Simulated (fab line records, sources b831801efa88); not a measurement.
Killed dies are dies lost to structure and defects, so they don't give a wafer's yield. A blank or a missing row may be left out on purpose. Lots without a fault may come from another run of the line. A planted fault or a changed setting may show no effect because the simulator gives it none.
A struck lot beside a sound one | flow sky130 | 15 steps out of a route of 708
Sound: wafers L299.2, L299.3, L299.4. Struck: wafer L308.5. (L308.2, L308.4 of the same lot were not struck and are left out.) The cause comes at the end.
At each step with rows: each side's tool, then ch and its chambers, then its first start. Under that, the readings that differ: sound wafers | struck wafers | difference of the means | sigmas: that difference in standard deviations of wafers without a fault.
alike: readings whose means differ by less than 2 such deviations, and words and numbers that are the same on both sides. not compared: withheld readings, readings that some wafer has no value for, bounds like >300 that may hide the same value, and numbers for which the record gives no deviation and whose values overlap.
The two part at a step that has a row with sigmas, a row that says differs or no value, or rows on one side only. Numbers that don't overlap but have no deviation are shown without sigmas and don't part them. A reading that every wafer of one side lacks parts them only if that side has two wafers or more.

first, 4 steps without rows for these wafers: SKY_CONTACT_STRIP_19 (strips in O2/N2); SKY_CONTACT_STRIP_20 (strips in post etch residue remover, time 1200 s); SKY_CONTACT_CLEAN_21 (cleans in IPA, time 180 s); SKY_CONTACT_CLEAN_22 (cleans in O3/DIW).
SKY_CONTACT_SPUTTER_23: material TiN, target thk 20 nm, time 80 s.
  sound on pvd_sputter-02, day 32 20:00; struck on pvd_sputter-03, day 35 08:07
  reading                | sound          | struck | difference | sigmas
  throttle_valve_pct (%) | 29.4 29.7 29.2 | 32.2   | +2.8       | +2
then, 1 step without rows for these wafers: SKY_CONTACT_CVD_24 (deposits W, target thk 340 nm, time 102.12 s).
SKY_CONTACT_RS_MEAS_25: measures by four-point-probe.
  sound on film_metro-01, day 32 20:11; struck on film_metro-01, day 35 08:19
  alike: CONTACT_W_RS
SKY_CONTACT_THK_MEAS_26: measures by xrf.
  sound on film_metro-01, day 32 20:18; struck on film_metro-01, day 35 08:25
  alike: CONTACT_W_THK
SKY_CONTACT_CMP_27: polishes, stops on SiO2, t overpolish 15 s, target thk 0 nm.
  sound on cmp-01 ch 0,1,3, day 32 20:24; struck on cmp-01 ch 0, day 35 08:28
  alike: motor_current_A, overpolish_run_s, time_to_endpoint_s
SKY_METAL1_SPUTTER_00: material Ti, target thk 15 nm, time 10 s.
  sound on pvd_sputter-01, day 32 20:39; struck on pvd_sputter-01, day 35 08:46
  alike: throttle_valve_pct
then, 1 step without rows for these wafers: SKY_METAL1_SPUTTER_01 (material TiN, target thk 20 nm, time 16.7 s).
SKY_METAL1_SPUTTER_02: material AlCu, target thk 250 nm, time 13.3 s.
  sound on pvd_sputter-01, day 32 20:42; struck on pvd_sputter-01, day 35 08:49
  alike: throttle_valve_pct
SKY_METAL1_SPUTTER_03: material Ti, target thk 5 nm, time 3.3 s.
  sound on pvd_sputter-01, day 32 20:44; struck on pvd_sputter-01, day 35 08:50
  reading                                   | sound             | struck | difference | sigmas
  model.Ti_of_METAL1_SPUTTER_03.thk_nm (nm) | 4.934 4.948 4.809 | 3.536  | -1.361     |
  alike: throttle_valve_pct
SKY_METAL1_SPUTTER_04: material TiN, target thk 70 nm, time 58.3 s.
  sound on pvd_sputter-01, day 32 20:44; struck on pvd_sputter-01, day 35 08:52
  alike: throttle_valve_pct
-- the record jumps here: 13 days lie between the struck wafers' starts before and after (it left off in module METAL1 and takes up again in module PAD_OPEN, whose first step shown is number 708 of the route) --
SKY_PAD_OPEN_PROBE_99:
  sound on prober-02, day 46 10:34; struck on prober-02, day 48 11:20
  reading            | sound    | struck | difference | sigmas
  killed_at_M0_to_M3 | 37 44 41 | 55     | +14        | +2
  killed_at_M4_up    | 4 4 6    | 0      | -5         | -2
  alike: defect_limited_yield, killed_at_contacts, killed_at_front_end, killed_at_other, killed_dies, killed_open, killed_short, sort_bin_3_pad_short, sort_bin_5_function, sort_bin_6_memory, sort_n_pass, sort_yield_pct

WHERE THEY PART
First at SKY_CONTACT_SPUTTER_23; last, within this record, at SKY_PAD_OPEN_PROBE_99.

WHY: what the simulator had put in
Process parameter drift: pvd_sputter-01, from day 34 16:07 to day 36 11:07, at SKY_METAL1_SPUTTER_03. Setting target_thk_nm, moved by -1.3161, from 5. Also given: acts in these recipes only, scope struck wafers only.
